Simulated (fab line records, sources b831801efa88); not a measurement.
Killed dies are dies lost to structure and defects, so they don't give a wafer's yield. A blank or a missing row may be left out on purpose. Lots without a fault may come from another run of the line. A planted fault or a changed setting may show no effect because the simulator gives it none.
Chamber matching | flow sky130 | SKY_POLY_CUT_ETCH_10 on rie_diel-03: 4 sister chambers
The step etches BARC in N2/H2, stops on SiO2, time 45.9 s, target depth 60 nm. 4 wafers are shown with their chamber, then 7 later ones without.

WAFERS WITH THEIR CHAMBER
wafer  | chamber | drypump_motor_current_A (A)
L467.1 | 1       | 6.0
L472.5 | 3       | 4.8
L478.1 | 2       | 6.4
L478.3 | 0       | 5.5

WAFERS WITHOUT THEIR CHAMBER
wafer  | drypump_motor_current_A (A)
L478.4 | 6.0
L479.2 | 6.3
L479.3 | 6.0
L479.4 | 6.3
L480.2 | 6.1
L480.3 | 6.3
L480.5 | 5.5

WHICH CHAMBER EACH WENT THROUGH
wafer  | from the rows above | in truth
L478.4 | 1                   | 1
L479.2 | 2                   | 2
L479.3 | 1                   | 1
L479.4 | 2                   | 2
L480.2 | 1                   | 1
L480.3 | 2                   | 2
L480.5 | 0                   | 0
Placed correctly: 7 of 7. Can't be placed from these rows: 0. Placed wrongly: 0.
How it was worked out, from the rows above alone: a wafer's distance from a chamber is the root of the sum, over the readings, of the square of ((its reading less the chamber's mean) divided by the reading's scatter). The wafer belongs to the nearest chamber; if the next one is less than 2 further off, it can't be placed. A chamber's mean is the mean of its shown wafers. The scatter: with one shown wafer a chamber, the root of the mean of the squares of how far each hidden wafer lies from its nearest shown one.
